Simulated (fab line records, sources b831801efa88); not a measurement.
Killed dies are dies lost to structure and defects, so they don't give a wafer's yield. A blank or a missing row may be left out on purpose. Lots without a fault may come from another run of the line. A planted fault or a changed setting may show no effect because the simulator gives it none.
fab line records | flow sky130
record lots=12 wafers=36 last_day=50
route steps=708 shown METAL2@483 METAL5@665 PASSIVATION@684 PAD_OPEN@708
lots that met no fault: from a run of the same line without faults
start_h: hours from the record's first day to the start of the lot's first wafer shown | wait_h: hours since the lot's step before | " the same as in the row above | L1.1+2: a row that stands for several wafers | - no value, or no start given | * or withheld: withheld | < > ~ a bound
route shown NAME@n: a module of which the file shows steps, and the number in the route of the first | usual: mean/standard deviation of fault-free wafers | same: alike in all rows | chamber/n: place in a boat | sites: the reading at each site | _std_site: their standard deviation | _edge_site: outer sites' mean less inner sites' | radius_mm: how far each site lies from the wafer's centre | mask NAME#n: copy n | behind: the tool/chamber that last shaped the wafer | hold: why the lot was held/for how many hours/how that ended | device: the transistor (n, p or np) that didn't switch | end of line: the same wafers' tests at the end of the route | a step without rows: its recipe alone | killed: dies lost to structure and defects at the first sort, not the wafer's yield | map: a wafer's dies, x killed, . not, _ none there
set.NAME: the setting as run; set.NAME@STEP: as run at that earlier step | model.NAME: the simulator's own value behind a step, which no gauge read
steps of the route over a sample of lots; a table a step, a row a wafer
services: from which hour (start_h, from the record's first day; less than 0 if before it) a tool's chamber was out of use, for how many hours, and why
## steps
# step SKY_METAL2_SPUTTER_00
# recipe material=Ti target_thk_nm=15 power_w=3000 time_s=10 chamber_pressure_pa=0.4
# usual throttle_valve_pct=29.4/0.89
# columns lot.wafer tool chamber start_h wait_h throttle_valve_pct
L162.2 pvd_sputter-04 - 813.37 0.2 29.3
L162.4 " - " " 30.3
L162.5 " - " " 29.2
L163.1 pvd_sputter-02 - 823.88 0.1 30.6
L163.3 " - " " 29.2
L163.4 " - " " 27.7
L164.1 pvd_sputter-04 - 827.35 0.2 30.2
L164.4 " - " " 30.1
L164.6 " - " " 30.2
L165.1 pvd_sputter-02 - 840.69 0.2 27.7
L165.2 " - " " 30.3
L165.6 " - " " 27.6
L166.1 pvd_sputter-04 - 848.91 0.2 30.1
L166.4 " - " " 30.5
L166.6 " - " " 30.2
L167.4 pvd_sputter-02 - 849.83 0.3 30.7
L167.5 " - " " 27.8
L167.6 " - " " 29.0
L168.3 pvd_sputter-02 - 856.39 0.1 27.6
L168.5 " - " " 27.9
L168.6 " - " " 29.2
L169.3 pvd_sputter-02 - 872.09 0.2 27.6
L169.4 " - " " 29.0
L169.6 " - " " 27.8
L176.3 pvd_sputter-02 - 922.77 0.1 27.9
L176.5 " - " " 29.4
L176.6 " - " " 28.9
L180.3 pvd_sputter-02 - 946.04 0.1 29.4
L180.4 " - " " 29.0
L180.5 " - " " 30.5
L182.1 pvd_sputter-04 - 960.64 0.2 30.0
L182.2 " - " " 29.3
L182.3 " - " " 30.5
L183.1 pvd_sputter-04 - 969.44 0.2 28.8
L183.4 " - " " 30.6
L183.6 " - " " 30.3
# step SKY_METAL5_SPUTTER_04
# recipe material=TiN target_thk_nm=70 power_w=6500 time_s=58.3 chamber_pressure_pa=0.4
# usual throttle_valve_pct=29.5/0.85
# columns lot.wafer tool chamber start_h wait_h throttle_valve_pct
L162.2 pvd_sputter-03 - 1030.66 0.0 30.8
L162.4 " - " " 29.2
L162.5 " - " " 29.6
L164.1 pvd_sputter-02 - 1037.13 0.0 29.6
L164.4 " - " " 29.0
L164.6 " - " " 29.5
L163.1 pvd_sputter-03 - 1039.39 0.0 30.8
L163.3 " - " " 29.6
L163.4 " - " " 29.1
L165.1 pvd_sputter-03 - 1052.14 0.0 29.4
L165.2 " - " " 29.7
L165.6 " - " " 30.8
L166.1 pvd_sputter-04 - 1058.66 0.0 30.4
L166.4 " - " " 28.6
L166.6 " - " " 28.5
L167.4 pvd_sputter-03 - 1060.00 0.0 30.7
L167.5 " - " " 29.6
L167.6 " - " " 29.5
L168.3 pvd_sputter-04 - 1064.87 0.0 29.0
L168.5 " - " " 30.3
L168.6 " - " " 30.4
L169.3 pvd_sputter-04 - 1078.05 0.0 29.2
L169.4 " - " " 30.8
L169.6 " - " " 29.0
L176.3 pvd_sputter-03 - 1118.71 0.0 30.7
L176.5 " - " " 30.8
L176.6 " - " " 29.0
L180.3 pvd_sputter-02 - 1139.85 0.0 30.5
L180.4 " - " " 27.5
L180.5 " - " " 29.3
L182.1 pvd_sputter-04 - 1150.12 0.0 30.4
L182.2 " - " " 29.2
L182.3 " - " " 29.0
L183.1 pvd_sputter-03 - 1156.62 0.0 29.5
L183.4 " - " " 29.2
L183.6 " - " " 29.7
# step SKY_PASSIVATION_THK_MEAS_03
# recipe reads=Si3N4_of_PASSIVATION_CVD_02
# usual PASSIVATION_CVD_02_THK=539/7.7
# columns lot.wafer tool chamber start_h wait_h PASSIVATION_CVD_02_THK[nm]
L162.2 film_metro-04 - 1053.65 - 533
L162.4 " - " " 539
L162.5 " - " " 547
L164.1 film_metro-03 - 1060.73 - 540
L164.4 " - " " 551
L164.6 " - " " 551
L163.1 film_metro-01 - 1062.81 - 528
L163.3 " - " " 537
L163.4 " - " " 539
L165.1 film_metro-04 - 1075.49 - 536
L165.2 " - " " 528
L165.6 " - " " 534
L166.1 film_metro-01 - 1082.19 - 527
L166.4 " - " " 535
L166.6 " - " " 544
L167.4 film_metro-03 - 1083.42 - 547
L167.5 " - " " 557
L167.6 " - " " 544
L168.3 film_metro-04 - 1088.12 - 533
L168.5 " - " " 543
L168.6 " - " " 543
L169.3 film_metro-01 - 1100.84 - 530
L169.4 " - " " 535
L169.6 " - " " 545
L176.3 film_metro-04 - 1139.94 - 534
L176.5 " - " " 548
L176.6 " - " " 545
L180.3 film_metro-03 - 1159.64 - 533
L180.4 " - " " 549
L180.5 " - " " 539
L182.1 film_metro-03 - 1169.52 - 545
L182.2 " - " " 545
L182.3 " - " " 555
L183.1 film_metro-03 - 1175.69 - 530
L183.4 " - " " 535
L183.6 " - " " 543
# step SKY_PASSIVATION_STRIP_12
# recipe chemistry=O2/N2 power_w=1400 pressure_mtorr=1500 platen_temp_c=withheld overash_fraction=0.7 o2_flow_sccm=3000 n2_flow_sccm=300
# usual drypump_motor_current_A=5.6/0.37 n2_flow_sccm=300.0/0.8 oes_product_au=0.660/0.0051 strip_time_to_endpoint_s=31.48/0.11
# columns lot.wafer tool chamber start_h wait_h drypump_motor_current_A n2_flow_sccm oes_product_au rf_hours_counter_h strip_time_to_endpoint_s
L162.2 plasma_asher-02 0 1076.82 0.1 5.6 298.8 0.658 1 31.37
L162.4 " 0 " " 5.6 300.5 0.665 - 31.27
L162.5 " 1 " " 6.1 299.6 0.660 - 31.26
L164.1 plasma_asher-03 1 1082.97 0.1 5.2 299.4 0.656 93 31.28
L164.4 " 0 " " 5.3 300.8 0.667 - 31.41
L164.6 " 0 " " 5.3 300.0 0.649 - 31.23
L163.1 plasma_asher-02 1 1084.10 0.1 6.1 300.8 0.663 2 31.69
L163.3 " 1 " " 6.1 301.3 0.662 - 31.50
L163.4 " 0 " " 5.7 299.7 0.655 - 31.49
L165.1 plasma_asher-03 1 1096.85 0.1 5.2 300.6 0.655 94 31.57
L165.2 " 0 " " 5.3 299.5 0.670 94 31.62
L165.6 " 1 " " 5.2 299.6 0.661 - 31.48
L166.1 plasma_asher-04 1 1103.72 0.1 6.3 300.2 0.660 37 31.34
L166.4 " 1 " " 6.3 300.0 0.662 - 31.43
L166.6 " 0 " " 5.6 300.2 0.655 - 31.59
L167.4 plasma_asher-03 1 1105.01 0.1 5.2 300.3 0.660 - 31.44
L167.5 " 0 " " 5.3 301.5 0.666 - 31.24
L167.6 " 1 " " 5.2 300.8 0.656 - 31.36
L168.3 plasma_asher-02 1 1107.99 0.1 6.1 298.5 0.668 - 31.37
L168.5 " 0 " " 5.7 300.1 0.662 - 31.44
L168.6 " 1 " " 6.1 299.5 0.663 - 31.43
L169.3 plasma_asher-03 0 1121.36 0.1 5.3 299.9 0.659 - 31.61
L169.4 " 1 " " 5.2 299.0 0.665 - 31.48
L169.6 " 0 " " 5.3 300.5 0.667 - 31.56
L176.3 plasma_asher-03 0 1158.29 0.1 5.3 300.4 0.662 - 31.44
L176.5 " 0 " " 5.3 300.0 0.664 - 31.34
L176.6 " 1 " " 5.2 300.8 0.660 - 31.50
L180.3 plasma_asher-03 0 1178.06 0.1 5.3 301.3 0.661 - 31.57
L180.4 " 1 " " 5.2 298.6 0.668 - 31.38
L180.5 " 0 " " 5.3 299.3 0.656 - 31.57
L182.1 plasma_asher-03 1 1186.85 0.1 5.2 299.7 0.655 105 31.40
L182.2 " 0 " " 5.3 299.7 0.668 105 31.58
L182.3 " 1 " " 5.2 299.7 0.656 - 31.65
L183.1 plasma_asher-02 1 1192.36 0.1 6.1 300.3 0.655 13 31.57
L183.4 " 1 " " 6.1 298.7 0.671 - 31.56
L183.6 " 1 " " 6.1 298.8 0.674 - 31.62
# step SKY_PAD_OPEN_PROBE_99
# usual defect_limited_yield=82.8/2.1 killed_at_M0_to_M3=43/7.3 killed_at_M4_up=3.4/2.1 killed_at_contacts=24/5.9 killed_at_front_end=14/4 killed_at_other=0.3/0.54 killed_dies=85/10 killed_open=46/7.7 killed_short=38/6 sort_bin_3_pad_short=0.8/0.48 sort_bin_5_function=10.2/1.7 sort_bin_6_memory=6.2/1.1 sort_n_pass=407/10 sort_yield_pct=82.8/2.1
# same gross_dies=492 killed_at_back_side=0 sort_bin_4_leakage[%]=0 sort_bin_8_speed[%]=0
# columns lot.wafer tool chamber start_h wait_h hold defect_limited_yield[%] killed_at_M0_to_M3 killed_at_M4_up killed_at_contacts killed_at_front_end killed_at_other killed_dies killed_open killed_short sort_bin_3_pad_short[%] sort_bin_5_function[%] sort_bin_6_memory[%] sort_n_pass sort_yield_pct[%]
L162.2 prober-02 - 1100.21 0.1 - 82.9 42 4 27 11 0 84 49 35 0.2 9.8 7.1 408 82.9
L162.4 prober-02 - 1100.31 0.2 - 85.2 48 5 12 8 0 73 31 42 1.8 6.7 6.3 419 85.2
L162.5 prober-02 - 1100.36 0.2 - 82.9 41 3 25 14 1 84 45 39 0.6 10.6 5.9 408 82.9
L164.1 prober-01 - 1106.29 0.1 - 85.2 38 9 15 11 0 73 43 30 0.4 8.5 5.9 419 85.2
L164.4 prober-01 - 1106.44 0.2 - 81.5 52 2 22 15 0 91 48 43 1.0 11.4 6.1 401 81.5
L164.6 prober-01 - 1106.54 0.2 - 87.2 29 2 20 11 1 63 33 30 0.4 7.7 4.7 429 87.2
L163.1 prober-02 - 1107.57 0.1 - 81.7 49 1 19 21 0 90 48 42 1.4 10.0 6.9 402 81.7
L163.3 prober-02 - 1107.67 0.2 - 84.1 41 6 19 12 0 78 44 34 0.6 8.7 6.5 414 84.1
L163.4 prober-02 - 1107.72 0.2 - 81.3 45 5 29 13 0 92 53 39 0.4 10.8 7.5 400 81.3
L165.1 prober-01 - 1119.74 0.1 - 80.9 47 0 26 19 2 94 57 37 0.6 11.2 7.3 398 80.9
L165.2 prober-01 - 1119.79 0.1 - 82.7 41 2 28 14 0 85 48 37 0.8 9.8 6.7 407 82.7
L165.6 prober-01 - 1119.99 0.2 - 79.7 48 7 34 11 0 100 45 55 1.6 10.4 8.3 392 79.7
L166.1 prober-02 - 1127.34 0.1 - 80.5 46 4 29 17 0 96 47 49 1.6 11.4 6.5 396 80.5
L166.4 prober-02 - 1127.49 0.2 - 81.1 55 4 23 11 0 93 60 33 0.4 13.2 5.3 399 81.1
L166.6 prober-02 - 1127.59 0.2 - 82.7 45 3 23 14 0 85 48 37 0.4 11.8 5.1 407 82.7
L167.4 prober-01 - 1128.37 0.2 - 84.1 41 8 18 11 0 78 51 27 0.4 8.3 7.1 414 84.1
L167.5 prober-01 - 1128.42 0.2 - 85.8 35 2 17 16 0 70 38 32 0.4 8.1 5.7 422 85.8
L167.6 prober-01 - 1128.47 0.2 - 82.7 51 4 22 8 0 85 51 34 0.6 8.9 7.7 407 82.7
L168.3 prober-02 - 1130.12 0.2 - 81.1 45 2 36 8 2 93 50 43 0.8 11.0 7.1 399 81.1
L168.5 prober-02 - 1130.22 0.2 - 83.1 45 4 24 9 1 83 46 37 1.6 8.9 6.3 409 83.1
L168.6 prober-02 - 1130.27 0.2 - 79.1 49 3 24 27 0 103 49 54 2.4 11.0 7.5 389 79.1
L169.3 prober-01 - 1144.42 0.2 - 83.1 42 2 27 12 0 83 50 33 0.4 9.3 7.1 409 83.1
L169.4 prober-01 - 1144.47 0.2 - 81.7 55 1 20 14 0 90 49 41 0.8 11.8 5.7 402 81.7
L169.6 prober-01 - 1144.57 0.2 - 85.2 36 4 15 18 0 73 38 35 1.2 8.3 5.3 419 85.2
L176.3 prober-02 - 1178.92 0.2 await_dispo/3.3h/release 78.3 58 2 32 14 1 107 71 35 0.8 12.6 8.3 385 78.3
L176.5 prober-02 - 1179.02 0.2 await_dispo/3.3h/release 70.5 98 5 26 15 1 145 49 34 1.8 20.1 7.5 347 70.5
L176.6 prober-02 - 1179.07 0.2 await_dispo/3.3h/release 81.1 60 5 19 9 0 93 53 40 1.0 10.8 7.1 399 81.1
L180.3 prober-02 - 1198.03 0.2 await_dispo/6.6h/release 71.3 91 8 32 10 0 141 57 32 3.0 19.9 5.7 351 71.3
L180.4 prober-02 - 1198.08 0.2 await_dispo/6.6h/release 82.1 54 3 20 11 0 88 51 37 0.8 10.6 6.5 404 82.1
L180.5 prober-02 - 1198.13 0.2 await_dispo/6.6h/release 83.9 40 2 26 11 0 79 51 28 1.0 7.5 7.5 413 83.9
L182.1 prober-02 - 1206.04 0.1 - 86.0 33 1 21 14 0 69 34 35 0.8 9.1 4.1 423 86.0
L182.2 prober-02 - 1206.09 0.1 - 81.3 48 2 26 16 0 92 40 50 0.6 12.4 5.7 400 81.3
L182.3 prober-02 - 1206.14 0.2 - 82.7 50 7 20 7 1 85 46 37 1.6 11.0 4.7 407 82.7
L183.1 prober-01 - 1210.49 0.1 - 85.8 35 4 21 9 1 70 28 41 0.8 7.7 5.7 422 85.8
L183.4 prober-01 - 1210.64 0.2 - 84.1 37 8 16 17 0 78 43 34 0 9.8 6.1 414 84.1
L183.6 prober-01 - 1210.74 0.2 - 83.3 40 2 30 10 0 82 46 35 0.8 8.3 7.5 410 83.3
# killed by level:class
L162.2 VIA1:geometric_particle:open=11 VIA2:geometric_particle:open=8 VIA3:geometric_particle:open=8 CONTACT:geometric_particle:open=7 LI_CONTACT:geometric_particle:open=6 CONTACT:geometric_particle:short=6 METAL1:geometric_particle:short=5 LOCAL_INTERCONNECT:geometric_particle:short=4
L162.4 VIA1:geometric_particle:open=11 METAL1:geometric_particle:short=10 VIA3:geometric_particle:open=5 VIA1:geometric_particle:short=5 LI_CONTACT:geometric_particle:short=4 LI_CONTACT:geometric_particle:open=4 METAL2:geometric_particle:short=4 VIA2:geometric_particle:short=4
L162.5 CONTACT:geometric_particle:open=10 CONTACT:geometric_particle:short=7 METAL2:geometric_particle:short=7 VIA3:geometric_particle:open=6 VIA1:geometric_particle:open=5 VIA1:geometric_particle:short=5 VIA3:geometric_particle:short=5 POLY_GATE:geometric_particle:short=4
L164.1 VIA1:geometric_particle:open=10 VIA3:geometric_particle:open=8 METAL4:geometric_particle:short=7 LI_CONTACT:geometric_particle:open=6 FIELD_ISO:geometric_particle:open=5 METAL2:geometric_particle:short=5 CONTACT:geometric_particle:open=4 POLY_GATE:geometric_particle:open=3
L164.4 VIA1:geometric_particle:open=10 METAL1:geometric_particle:short=9 VIA3:geometric_particle:open=9 CONTACT:geometric_particle:short=8 CONTACT:geometric_particle:open=6 VIA1:geometric_particle:short=5 POLY_GATE:geometric_particle:short=4 VIA2:geometric_particle:open=4
L164.6 VIA3:geometric_particle:open=7 CONTACT:geometric_particle:open=7 VIA1:geometric_particle:open=7 POLY_GATE:geometric_particle:short=6 CONTACT:geometric_particle:short=5 LOCAL_INTERCONNECT:geometric_particle:short=4 VIA1:geometric_particle:short=4 METAL2:geometric_particle:short=3
L163.1 VIA1:geometric_particle:open=13 CONTACT:geometric_particle:open=9 VIA1:geometric_particle:short=7 FIELD_ISO:geometric_particle:short=6 POLY_GATE:geometric_particle:short=6 VIA3:geometric_particle:open=6 METAL1:geometric_particle:short=5 METAL2:geometric_particle:short=5
L163.3 VIA2:geometric_particle:open=9 LI_CONTACT:geometric_particle:open=8 CONTACT:geometric_particle:open=7 VIA1:geometric_particle:short=7 FIELD_ISO:geometric_particle:short=5 VIA1:geometric_particle:open=5 VIA3:geometric_particle:short=5 VIA3:geometric_particle:open=5
L163.4 VIA1:geometric_particle:open=16 VIA3:geometric_particle:open=8 LI_CONTACT:geometric_particle:open=8 CONTACT:geometric_particle:open=7 METAL2:geometric_particle:short=7 CONTACT:geometric_particle:short=5 POLY_GATE:geometric_particle:open=4 LOCAL_INTERCONNECT:geometric_particle:short=4
L165.1 METAL1:geometric_particle:short=11 CONTACT:geometric_particle:open=10 LI_CONTACT:geometric_particle:open=10 POLY_GATE:geometric_particle:open=8 VIA3:geometric_particle:open=8 VIA1:geometric_particle:open=8 VIA2:geometric_particle:open=7 VIA1:geometric_particle:short=4
L165.2 VIA1:geometric_particle:open=15 LI_CONTACT:geometric_particle:open=9 VIA2:geometric_particle:open=8 CONTACT:geometric_particle:open=7 CONTACT:geometric_particle:short=5 METAL2:geometric_particle:short=5 VIA1:geometric_particle:short=4 POLY_GATE:geometric_particle:short=4
L165.6 CONTACT:geometric_particle:open=13 METAL1:geometric_particle:short=9 CONTACT:geometric_particle:short=7 LI_CONTACT:geometric_particle:open=6 VIA1:geometric_particle:short=6 VIA1:geometric_particle:open=6 METAL4:geometric_particle:short=6 VIA3:geometric_particle:short=5
L166.1 VIA1:geometric_particle:open=14 VIA2:geometric_particle:open=10 LOCAL_INTERCONNECT:geometric_particle:short=7 CONTACT:geometric_particle:short=7 CONTACT:geometric_particle:open=7 LI_CONTACT:geometric_particle:open=5 METAL2:geometric_particle:short=5 VIA2:geometric_particle:short=5
L166.4 CONTACT:geometric_particle:open=13 VIA1:geometric_particle:open=11 VIA3:geometric_particle:open=10 VIA1:geometric_particle:short=6 VIA2:geometric_particle:open=6 LI_CONTACT:geometric_particle:open=5 METAL1:geometric_particle:short=5 METAL3:geometric_particle:short=5
L166.6 METAL1:geometric_particle:short=12 VIA1:geometric_particle:open=10 CONTACT:geometric_particle:open=10 LI_CONTACT:geometric_particle:open=7 VIA3:geometric_particle:open=7 METAL2:geometric_particle:short=6 FIELD_ISO:geometric_particle:short=5 FIELD_ISO:geometric_particle:open=4
L167.4 VIA1:geometric_particle:open=12 VIA3:geometric_particle:open=10 LI_CONTACT:geometric_particle:open=9 METAL4:geometric_particle:short=6 METAL2:geometric_particle:short=5 FIELD_ISO:geometric_particle:open=4 FIELD_ISO:geometric_particle:short=3 POLY_GATE:geometric_particle:open=3
L167.5 VIA3:geometric_particle:open=7 VIA2:geometric_particle:open=7 FIELD_ISO:geometric_particle:open=6 CONTACT:geometric_particle:open=5 VIA1:geometric_particle:short=5 POLY_GATE:geometric_particle:short=4 LI_CONTACT:geometric_particle:open=4 LI_CONTACT:geometric_particle:short=3
L167.6 VIA1:geometric_particle:open=13 CONTACT:geometric_particle:open=8 VIA3:geometric_particle:open=7 VIA2:geometric_particle:open=6 METAL2:geometric_particle:short=6 VIA3:geometric_particle:short=6 CONTACT:geometric_particle:short=5 METAL1:geometric_particle:open=4
L168.3 VIA1:geometric_particle:open=13 CONTACT:geometric_particle:open=11 VIA3:geometric_particle:open=8 LI_CONTACT:geometric_particle:open=7 LOCAL_INTERCONNECT:geometric_particle:short=7 METAL2:geometric_particle:short=6 METAL3:geometric_particle:short=6 CONTACT:geometric_particle:short=6
L168.5 CONTACT:geometric_particle:open=9 LI_CONTACT:geometric_particle:open=8 VIA1:geometric_particle:open=7 VIA3:geometric_particle:open=7 VIA2:geometric_particle:open=6 METAL2:geometric_particle:short=5 METAL1:geometric_particle:short=5 CONTACT:geometric_particle:short=4
L168.6 VIA1:geometric_particle:open=11 CONTACT:geometric_particle:open=10 FIELD_ISO:geometric_particle:open=7 METAL1:geometric_particle:short=7 FIELD_ISO:geometric_particle:short=6 CONTACT:geometric_particle:short=6 VIA1:geometric_particle:short=6 POLY_GATE:geometric_particle:short=5
L169.3 LI_CONTACT:geometric_particle:open=11 VIA1:geometric_particle:open=11 CONTACT:geometric_particle:open=7 POLY_GATE:geometric_particle:open=6 METAL1:geometric_particle:short=6 VIA2:geometric_particle:open=5 METAL2:geometric_particle:short=4 VIA2:geometric_particle:short=4
L169.4 VIA1:geometric_particle:open=14 CONTACT:geometric_particle:open=10 METAL1:geometric_particle:short=7 FIELD_ISO:geometric_particle:open=6 VIA1:geometric_particle:short=6 VIA2:geometric_particle:open=6 FIELD_ISO:geometric_particle:short=5 VIA3:geometric_particle:short=5
L169.6 VIA1:geometric_particle:open=12 VIA2:geometric_particle:open=7 POLY_GATE:geometric_particle:short=6 CONTACT:geometric_particle:open=6 CONTACT:geometric_particle:short=5 FIELD_ISO:geometric_particle:open=3 VIA1:geometric_particle:short=3 METAL2:geometric_particle:short=3
L176.3 VIA1:geometric_particle:open=19 CONTACT:geometric_particle:open=16 VIA3:geometric_particle:open=9 LI_CONTACT:geometric_particle:open=9 VIA2:geometric_particle:open=8 METAL1:geometric_particle:short=6 METAL2:geometric_particle:short=5 CONTACT:geometric_particle:short=4
L176.5 METAL2:unspecified=61 CONTACT:geometric_particle:open=9 VIA2:geometric_particle:open=6 LI_CONTACT:geometric_particle:open=6 VIA2:geometric_particle:short=6 POLY_GATE:geometric_particle:open=5 CONTACT:geometric_particle:short=5 VIA1:geometric_particle:open=5
L176.6 VIA1:geometric_particle:open=16 CONTACT:geometric_particle:open=8 METAL1:geometric_particle:short=7 VIA2:geometric_particle:open=7 VIA3:geometric_particle:open=7 LI_CONTACT:geometric_particle:open=6 VIA1:geometric_particle:short=6 METAL2:geometric_particle:short=5
L180.3 METAL2:unspecified=52 CONTACT:geometric_particle:open=15 VIA1:geometric_particle:open=10 VIA2:geometric_particle:open=10 LI_CONTACT:geometric_particle:open=7 VIA1:geometric_particle:short=6 METAL4:geometric_particle:short=6 CONTACT:geometric_particle:short=5
L180.4 VIA1:geometric_particle:open=17 VIA3:geometric_particle:open=9 LI_CONTACT:geometric_particle:open=7 VIA2:geometric_particle:open=6 CONTACT:geometric_particle:open=6 METAL2:geometric_particle:short=6 METAL1:geometric_particle:short=5 FIELD_ISO:geometric_particle:short=4
L180.5 CONTACT:geometric_particle:open=12 VIA1:geometric_particle:open=9 LI_CONTACT:geometric_particle:open=8 METAL1:geometric_particle:short=7 VIA2:geometric_particle:open=7 METAL2:geometric_particle:open=5 FIELD_ISO:geometric_particle:short=4 FIELD_ISO:geometric_particle:open=4
L182.1 CONTACT:geometric_particle:open=9 LOCAL_INTERCONNECT:geometric_particle:short=5 METAL1:geometric_particle:short=5 VIA1:geometric_particle:open=5 METAL2:geometric_particle:short=4 LI_CONTACT:geometric_particle:open=4 VIA1:geometric_particle:short=4 FIELD_ISO:geometric_particle:short=3
L182.2 VIA1:geometric_particle:open=9 VIA1:geometric_particle:short=9 VIA2:geometric_particle:short=8 LI_CONTACT:geometric_particle:open=7 LI_CONTACT:geometric_particle:short=7 LOCAL_INTERCONNECT:geometric_particle:short=6 VIA2:geometric_particle:open=6 VIA3:geometric_particle:open=5
L182.3 VIA1:geometric_particle:open=12 VIA2:geometric_particle:open=9 VIA3:geometric_particle:open=8 LOCAL_INTERCONNECT:geometric_particle:short=7 METAL3:geometric_particle:short=6 CONTACT:geometric_particle:open=5 METAL4:geometric_particle:short=5 LI_CONTACT:geometric_particle:short=4
L183.1 CONTACT:geometric_particle:short=7 METAL1:geometric_particle:short=7 VIA1:geometric_particle:open=6 METAL2:geometric_particle:short=5 POLY_GATE:geometric_particle:short=4 LI_CONTACT:geometric_particle:open=4 VIA2:geometric_particle:short=4 VIA2:geometric_particle:open=4
L183.4 VIA1:geometric_particle:open=7 VIA3:geometric_particle:open=7 CONTACT:geometric_particle:open=6 METAL4:geometric_particle:short=6 METAL1:geometric_particle:short=5 VIA2:geometric_particle:open=5 FIELD_ISO:geometric_particle:open=4 LOCAL_INTERCONNECT:geometric_particle:short=4
L183.6 LI_CONTACT:geometric_particle:open=8 CONTACT:geometric_particle:short=8 CONTACT:geometric_particle:open=7 VIA2:geometric_particle:open=6 VIA3:geometric_particle:open=6 VIA1:geometric_particle:open=5 POLY_GATE:geometric_particle:open=4 METAL1:geometric_particle:short=4
## services
# columns tool chamber start_h hours kind
pvd_sputter-03 - 796.29 2.3 repair
pvd_sputter-04 0 808.24 - consumable_replace:kit
pvd_sputter-04 0 808.24 18.0 scheduled_down
pvd_sputter-04 0 808.24 18.0 vent_cycle
plasma_asher-04 - 839.71 0.7 repair
pvd_sputter-04 - 853.66 4.9 repair
plasma_asher-02 - 864.67 2.8 pm
pvd_sputter-04 - 884.17 3.1 repair
pvd_sputter-03 - 892.49 1.0 repair
pvd_sputter-02 - 969.60 1.2 repair
plasma_asher-03 - 984.82 0.7 repair
plasma_asher-03 - 997.94 0.3 repair
plasma_asher-03 - 1000.28 14.6 pm
pvd_sputter-02 - 1010.82 1.4 repair
plasma_asher-02 - 1012.35 2.1 repair
pvd_sputter-04 - 1025.43 6.6 repair
pvd_sputter-04 - 1034.96 6.0 repair
plasma_asher-02 - 1040.16 5.7 repair
plasma_asher-02 - 1055.25 9.0 pm
plasma_asher-02 - 1099.45 0.9 repair
pvd_sputter-02 - 1104.95 2.0 repair
pvd_sputter-04 - 1141.55 4.1 repair
plasma_asher-04 - 1165.12 2.8 pm
plasma_asher-02 - 1174.19 4.4 repair
## key
first_sign step=SKY_PAD_OPEN_PROBE_99 reading=killed_at_M0_to_M3 direction=up sigmas=7 usual=43 struck=94
effect step=SKY_PAD_OPEN_PROBE_99 reading=sort_bin_5_function direction=up sigmas=5.9 usual=10.2 struck=20.0
met_at SKY_METAL2_SPUTTER_00
struck_lots L176,L180
struck_wafers L176.5,L180.3
not_acting_at SKY_METAL5_SPUTTER_04,SKY_PASSIVATION_THK_MEAS_03,SKY_PASSIVATION_STRIP_12
onset_between 823.88 922.77
fault kind=chamber_particle_source tool=pvd_sputter-02 chamber=- onset_h=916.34 steps=SKY_METAL2_SPUTTER_00 rate_per_visit_cm2=0.93791 end_h=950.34 scope=struck_wafers_only
